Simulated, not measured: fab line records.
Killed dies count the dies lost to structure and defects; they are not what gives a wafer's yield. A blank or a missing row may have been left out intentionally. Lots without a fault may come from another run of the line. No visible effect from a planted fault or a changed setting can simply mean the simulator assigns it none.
fab line records	flow gf180mcu
[record] lots = 6	wafers = 18	last_day = 34
route steps=602 shown CONTACT@307 M1@315
lots that met no fault: taken from a fault-free run of the same line
start_h: the number of hours between the record's first day and the start of the first shown wafer of the lot	wait_h: time in hours since the lot's previous step	" identical to the entry in the row above	L1.1+2: one row covering several wafers at once	- either no value or no given start	* or withheld: withheld	< > ~ a bound
route shown NAME@n: names a module that has steps shown in the file, with the first one's number in the route	usual: the fault-free wafers' mean and standard deviation	same: alike in all rows	chamber/n: place in a boat	sites: per-site readings	_std_site: the standard deviation of these	_edge_site: inner sites' mean taken away from outer sites' mean	radius_mm: for every site, how far away it sits from the centre of the wafer	mask NAME#n: copy n	behind: tool/chamber where the wafer was last shaped	hold: why the lot went on hold/how many hours it stayed there/how the hold came to an end	device: the transistor (n, p or np) that didn't switch	end of line: tests run on the same wafers once the route is complete	a step given without rows: its recipe and nothing more	killed: the dies lost at the first sort to structure and to defects; this is not the yield of the wafer	map: a wafer's dies, marking killed ones x, the rest . and places with no die _
set.NAME: setting as actually run; set.NAME@STEP: the setting as run at that earlier step	model.NAME: the simulator's own value behind a step, which no gauge read
certain route steps with their lots: each step a table, each wafer a row
services: when a tool's chamber went out of use (start_h, in hours from the record's first day, below 0 if earlier), for how many hours, and the reason
[[steps]]
[step GF_CONTACT_CLEAN_20]
[recipe] chemistry = DIW
[step GF_CONTACT_CLEAN_21]
[recipe] chemistry = dHF	time_s = 20	dilution = 100:1	dry = ipa_marangoni
[step GF_CONTACT_SPUTTER_22]
[recipe] material = Ti	target_thk_nm = 15	chamber_pressure_pa = 5	power_w = 2500	substrate_temp_c = 200	time_s = 80.02
[step GF_CONTACT_SPUTTER_23]
[recipe] material = TiN	target_thk_nm = 10	chamber_pressure_pa = 5	power_w = 4000	time_s = 40
[step GF_CONTACT_CVD_24]
[recipe] material = W	target_thk_nm = 300	time_s = 90.339	temp_c = 400	pressure_torr = 40
[step GF_CONTACT_RS_MEAS_25]
[recipe] thk_meas_gauge = four-point-probe	reads = W_of_CONTACT_CVD_24+TiN_of_CONTACT_SPUTTER_23+Ti_of_CONTACT_SPUTTER_22
[usual] CONTACT_W_RS = 0.379/0.009
lot.wafer	tool	chamber	start_h	wait_h	CONTACT_W_RS[ohm/sq]
L499.3	film_metro-04	-	370.23	0.1	0.382
L499.4	"	-	"	"	0.365
L499.5	"	-	"	"	0.379
L503.1	film_metro-01	-	408.69	0.1	0.385
L503.2	"	-	"	"	0.385
L503.5	"	-	"	"	0.390
L504.2	film_metro-03	-	411.07	0.1	0.368
L504.4	"	-	"	"	0.370
L504.6	"	-	"	"	0.367
L512.3	film_metro-03	-	485.10	0.1	0.365
L512.4	"	-	"	"	0.379
L512.6	"	-	"	"	0.378
L516.3	film_metro-04	-	519.69	0.1	0.378
L516.4	"	-	"	"	0.373
L516.6	"	-	"	"	0.366
L520.2	film_metro-01	-	558.86	0.1	0.373
L520.4	"	-	"	"	0.375
L520.6	"	-	"	"	0.373
[step GF_CONTACT_THK_MEAS_26]
[recipe] thk_meas_gauge = xrf	reads = W_of_CONTACT_CVD_24
[usual] CONTACT_W_THK = 307/8.1
lot.wafer	tool	chamber	start_h	wait_h	CONTACT_W_THK[nm]
L499.3	film_metro-04	-	370.33	0.1	307
L499.4	"	-	"	"	320
L499.5	"	-	"	"	308
L503.1	film_metro-01	-	408.81	0.1	299
L503.2	"	-	"	"	300
L503.5	"	-	"	"	295
L504.2	film_metro-03	-	411.18	0.1	319
L504.4	"	-	"	"	317
L504.6	"	-	"	"	319
L512.3	film_metro-03	-	485.20	0.1	322
L512.4	"	-	"	"	311
L512.6	"	-	"	"	310
L516.3	film_metro-04	-	519.79	0.1	307
L516.4	"	-	"	"	312
L516.6	"	-	"	"	316
L520.2	film_metro-01	-	558.97	0.1	311
L520.4	"	-	"	"	307
L520.6	"	-	"	"	311
[step GF_CONTACT_CMP_27]
[recipe] stop_on = SiO2	down_force_psi = 3.5	platen_rpm = 60	t_overpolish_s = 15	target_thk_nm = 0	pad_velocity_m_s = 0.94248
[usual] motor_current_A = 11.0/1.1	overpolish_run_s = 14.999/0.0093	platen_rpm = 60.01/0.041	time_to_endpoint_s = 71/4.4
lot.wafer	tool	chamber	start_h	wait_h	motor_current_A	overpolish_run_s	platen_rpm	time_to_endpoint_s
L499.3	cmp-01	0	370.37	0.0	11.9	15.014	60.02	70
L499.4	"	3	"	"	12.5	15.011	60.02	80
L499.5	"	0	"	"	11.7	14.993	60.00	75
L503.2	cmp-02	2	408.87	0.0	10.1	14.993	60.02	72
L503.1	"	1	"	"	9.8	14.997	60.12	63
L503.5	"	2	"	"	10.1	15.013	60.02	70
L504.2	cmp-02	3	411.33	0.1	10.6	15.001	60.00	71
L504.4	"	0	"	"	11.9	15.001	60.01	73
L504.6	"	1	"	"	9.9	15.001	60.07	71
L512.4	cmp-02	2	485.53	0.3	9.8	15.005	59.97	72
L512.3	"	3	"	"	11.0	15.003	59.97	68
L512.6	"	2	"	"	9.6	15.011	60.10	72
L516.3	cmp-02	3	519.83	0.0	10.6	15.007	60.00	65
L516.4	"	2	"	"	9.6	15.004	60.03	72
L516.6	"	3	"	"	10.8	15.007	59.98	69
L520.2	cmp-02	0	559.07	0.1	12.0	14.983	59.93	76
L520.4	"	1	"	"	9.5	15.001	59.97	70
L520.6	"	0	"	"	12.5	15.000	60.03	74
[step GF_M1_SPUTTER_00]
[recipe] material = Ti	target_thk_nm = 37.5	arriving_ion_energy_ev = 80	substrate_temp_c = 200	chamber_pressure_pa = 2	power_w = 4000	time_s = 150
[usual] cathode_dc_power_W = 4000.1/0.71	chamber_pressure_pa = 2.000/0.0044	throttle_valve_pct = 30.0/0.83
lot.wafer	tool	chamber	start_h	wait_h	cathode_dc_power_W	chamber_pressure_pa	throttle_valve_pct
L499.3	pvd_sputter-01	-	370.67	0.2	4000.7	2.000	29.5
L499.4	"	-	"	"	3999.9	1.996	30.3
L499.5	"	-	"	"	3999.7	1.993	30.1
L503.1	pvd_sputter-04	-	409.17	0.1	4000.9	2.002	30.3
L503.2	"	-	"	"	4000.1	1.993	28.9
L503.5	"	-	"	"	4000.8	1.995	30.9
L504.2	pvd_sputter-03	-	411.53	0.1	4000.1	2.005	29.2
L504.4	"	-	"	"	3999.4	1.995	30.4
L504.6	"	-	"	"	4000.0	2.002	29.7
L512.3	pvd_sputter-04	-	485.78	0.1	4000.6	2.006	30.2
L512.4	"	-	"	"	4001.3	2.001	29.1
L512.6	"	-	"	"	4000.5	2.002	30.9
L516.3	pvd_sputter-01	-	520.13	0.2	4000.9	1.997	28.1
L516.4	"	-	"	"	4000.1	1.999	31.3
L516.6	"	-	"	"	4001.2	1.997	29.7
L520.2	pvd_sputter-03	-	559.32	0.2	4000.1	2.005	30.5
L520.4	"	-	"	"	3999.9	2.005	29.7
L520.6	"	-	"	"	4000.9	2.003	29.5
[step GF_M1_SPUTTER_01]
[recipe] material = TiN	target_thk_nm = 30	power_w = 6500	time_s = 25	chamber_pressure_pa = 0.4
[usual] cathode_dc_power_W = 6500.1/1.2	chamber_pressure_pa = 0.4000/0.00081	throttle_valve_pct = 30.0/0.84
lot.wafer	tool	chamber	start_h	wait_h	cathode_dc_power_W	chamber_pressure_pa	throttle_valve_pct
L499.3	pvd_sputter-01	-	370.77	0.1	6500.3	0.3997	29.9
L499.4	"	-	"	"	6502.1	0.4003	30.0
L499.5	"	-	"	"	6499.5	0.3990	30.4
L503.1	pvd_sputter-04	-	409.27	0.1	6501.6	0.4010	30.4
L503.2	"	-	"	"	6500.8	0.4005	29.1
L503.5	"	-	"	"	6498.4	0.3992	30.6
L504.2	pvd_sputter-03	-	411.63	0.1	6500.4	0.4009	29.6
L504.4	"	-	"	"	6501.7	0.3991	30.7
L504.6	"	-	"	"	6501.8	0.3993	29.5
L512.3	pvd_sputter-04	-	485.88	0.1	6501.8	0.4008	30.2
L512.4	"	-	"	"	6501.4	0.4007	29.3
L512.6	"	-	"	"	6499.9	0.4016	30.7
L516.3	pvd_sputter-01	-	520.23	0.1	6499.0	0.4016	28.2
L516.4	"	-	"	"	6499.3	0.3992	31.2
L516.6	"	-	"	"	6500.0	0.3995	29.8
L520.2	pvd_sputter-03	-	559.42	0.1	6500.5	0.3989	30.7
L520.4	"	-	"	"	6499.3	0.3999	29.6
L520.6	"	-	"	"	6500.0	0.4003	29.6
[step GF_M1_SPUTTER_02]
[recipe] material = AlCu	target_thk_nm = 450	power_w = 10600	time_s = 23.9	chamber_pressure_pa = 0.4
[usual] cathode_dc_power_W = 10600/2	chamber_pressure_pa = 0.4000/0.00079	throttle_valve_pct = 30.0/0.83
lot.wafer	tool	chamber	start_h	wait_h	cathode_dc_power_W	chamber_pressure_pa	throttle_valve_pct
L499.3	pvd_sputter-01	-	370.80	0.0	10597	0.4001	29.6
L499.4	"	-	"	"	10597	0.3994	30.3
L499.5	"	-	"	"	10600	0.3997	30.6
L503.1	pvd_sputter-04	-	409.30	0.0	10601	0.4010	30.3
L503.2	"	-	"	"	10597	0.4007	28.8
L503.5	"	-	"	"	10598	0.3987	30.7
L504.2	pvd_sputter-03	-	411.66	0.0	10600	0.4004	29.4
L504.4	"	-	"	"	10602	0.3994	30.7
L504.6	"	-	"	"	10602	0.4007	29.6
L512.3	pvd_sputter-04	-	485.91	0.0	10600	0.4007	30.3
L512.4	"	-	"	"	10599	0.4000	28.8
L512.6	"	-	"	"	10602	0.4001	31.0
L516.3	pvd_sputter-01	-	520.26	0.0	10604	0.3992	28.1
L516.4	"	-	"	"	10600	0.3997	30.9
L516.6	"	-	"	"	10598	0.3989	29.4
L520.2	pvd_sputter-03	-	559.45	0.0	10601	0.4005	30.6
L520.4	"	-	"	"	10600	0.4008	29.6
L520.6	"	-	"	"	10600	0.4012	29.8
[step GF_M1_SPUTTER_03]
[recipe] material = Ti	target_thk_nm = 10	substrate_temp_c = 300	chamber_pressure_pa = 0.3	power_w = 3000	time_s = 6.7
[usual] cathode_dc_power_W = 3000.0/0.59	chamber_pressure_pa = 0.2999/0.00054	throttle_valve_pct = 30.0/0.83
lot.wafer	tool	chamber	start_h	wait_h	cathode_dc_power_W	chamber_pressure_pa	throttle_valve_pct
L499.3	pvd_sputter-01	-	370.83	0.0	3000.6	0.2995	29.6
L499.4	"	-	"	"	2999.3	0.2997	30.4
L499.5	"	-	"	"	2999.4	0.3007	30.5
L503.1	pvd_sputter-04	-	409.33	0.0	3000.5	0.2997	30.6
L503.2	"	-	"	"	2999.5	0.2993	29.2
L503.5	"	-	"	"	3000.0	0.3001	30.7
L504.2	pvd_sputter-03	-	411.69	0.0	3000.0	0.2993	29.5
L504.4	"	-	"	"	2998.6	0.2992	30.5
L504.6	"	-	"	"	3000.0	0.2994	29.4
L512.3	pvd_sputter-04	-	485.94	0.0	2999.3	0.2999	30.2
L512.4	"	-	"	"	2999.1	0.3004	29.0
L512.6	"	-	"	"	3000.1	0.2998	31.0
L516.3	pvd_sputter-01	-	520.29	0.0	3000.6	0.2996	28.2
L516.4	"	-	"	"	3000.0	0.2998	31.2
L516.6	"	-	"	"	2998.6	0.2995	29.6
L520.2	pvd_sputter-03	-	559.48	0.0	3000.1	0.2987	30.8
L520.4	"	-	"	"	3000.5	0.3002	29.7
L520.6	"	-	"	"	3000.2	0.3010	29.5
[step GF_M1_SPUTTER_04]
[recipe] material = TiN	target_thk_nm = 50	power_w = 6500	time_s = 41.7	chamber_pressure_pa = 0.4
[usual] cathode_dc_power_W = 6499.9/1.1	chamber_pressure_pa = 0.3999/0.00082	throttle_valve_pct = 30.0/0.81
lot.wafer	tool	chamber	start_h	wait_h	cathode_dc_power_W	chamber_pressure_pa	throttle_valve_pct
L499.3	pvd_sputter-01	-	370.85	0.0	6499.3	0.4019	29.6
L499.4	"	-	"	"	6499.5	0.3994	30.2
L499.5	"	-	"	"	6498.5	0.3993	30.2
L503.1	pvd_sputter-04	-	409.36	0.0	-	-	-
L503.2	"	-	"	"	-	-	-
L503.5	"	-	"	"	-	-	-
L504.2	pvd_sputter-03	-	411.71	0.0	-	-	-
L504.4	"	-	"	"	-	-	-
L504.6	"	-	"	"	-	-	-
L512.3	pvd_sputter-04	-	485.96	0.0	6499.8	0.3992	30.3
L512.4	"	-	"	"	6498.8	0.4003	29.1
L512.6	"	-	"	"	6499.7	0.3984	30.6
L516.3	pvd_sputter-01	-	520.31	0.0	6501.9	0.4000	28.3
L516.4	"	-	"	"	6502.4	0.4004	31.3
L516.6	"	-	"	"	6497.8	0.3985	29.7
L520.2	pvd_sputter-03	-	559.50	0.0	6498.1	0.3994	30.4
L520.4	"	-	"	"	6499.2	0.3996	29.2
L520.6	"	-	"	"	6500.5	0.3996	29.7
[step GF_M1_THK_MEAS_06]
[recipe] thk_meas_gauge = xrf	reads = AlCu_of_M1_SPUTTER_02
[usual] M1_ALCU_THK = 460/6
lot.wafer	tool	chamber	start_h	wait_h	M1_ALCU_THK[nm]
L499.3	film_metro-04	-	371.03	0.1	464
L499.4	"	-	"	"	461
L499.5	"	-	"	"	460
L503.1	film_metro-01	-	409.52	0.1	515
L503.2	"	-	"	"	506
L503.5	"	-	"	"	508
L504.2	film_metro-04	-	411.88	0.1	504
L504.4	"	-	"	"	508
L504.6	"	-	"	"	500
L512.3	film_metro-02	-	486.14	0.1	464
L512.4	"	-	"	"	452
L512.6	"	-	"	"	458
L516.3	film_metro-02	-	520.49	0.1	464
L516.4	"	-	"	"	472
L516.6	"	-	"	"	458
L520.2	film_metro-01	-	559.67	0.1	457
L520.4	"	-	"	"	461
L520.6	"	-	"	"	457
[step GF_M1_DEHYDRATE_07]
[recipe] temp_c = 200	time_s = 60
[[services]]
tool	chamber	start_h	hours	kind
cmp-01	-	357.99	4.2	pm
cmp-02	-	366.50	1.8	repair
cmp-02	-	371.28	1.8	repair
pvd_sputter-03	0	377.41	-	consumable_replace:kit
pvd_sputter-03	0	377.41	18.0	scheduled_down
pvd_sputter-03	0	377.41	18.0	vent_cycle
cmp-02	-	388.35	2.3	repair
pvd_sputter-01	3	400.00	-	consumable_replace:kit
pvd_sputter-01	3	400.00	18.0	scheduled_down
pvd_sputter-01	3	400.00	18.0	vent_cycle
cmp-01	-	404.00	4.0	pm
cmp-01	-	408.00	-	consumable_replace:conditioner
cmp-01	-	408.00	-	consumable_replace:pad
cmp-01	-	459.05	0.8	repair
cmp-02	-	471.38	0.7	repair
pvd_sputter-03	-	504.02	0.9	repair
cmp-01	-	514.67	0.4	repair
cmp-02	-	528.09	3.6	pm
pvd_sputter-01	-	535.85	1.7	repair
pvd_sputter-01	-	538.07	1.2	repair
pvd_sputter-01	-	548.95	46.6	repair
cmp-01	-	558.57	3.2	pm
[[key]]
[first_sign] step = GF_M1_SPUTTER_04	reading = tool_record	direction = missing
[effect] step = GF_M1_THK_MEAS_06	reading = M1_ALCU_THK	direction = up	sigmas = 7.9	usual = 460	struck = 507
met_at GF_M1_SPUTTER_04
struck_wafers L503.1,L503.2,L503.5,L504.2,L504.4,L504.6
later_rows_left_out L503.1,L503.2,L503.5,L504.2,L504.4,L504.6
sort_left_out L503.1,L503.2,L503.5,L504.2,L504.4,L504.6
[fault] kind = skipped_step_whole	tool = pvd_sputter-03,pvd_sputter-04	chamber = -	onset_h = 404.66	steps = GF_M1_SPUTTER_04	scope = struck_lots_only
// sort_left_out: the simulated sort isn't trusted on such a fault, so these wafers' sort isn't shown, and their yield isn't known
// later_rows_left_out: the simulator's readings of these wafers behind a module that went badly wrong aren't trusted and aren't shown, but for the sort
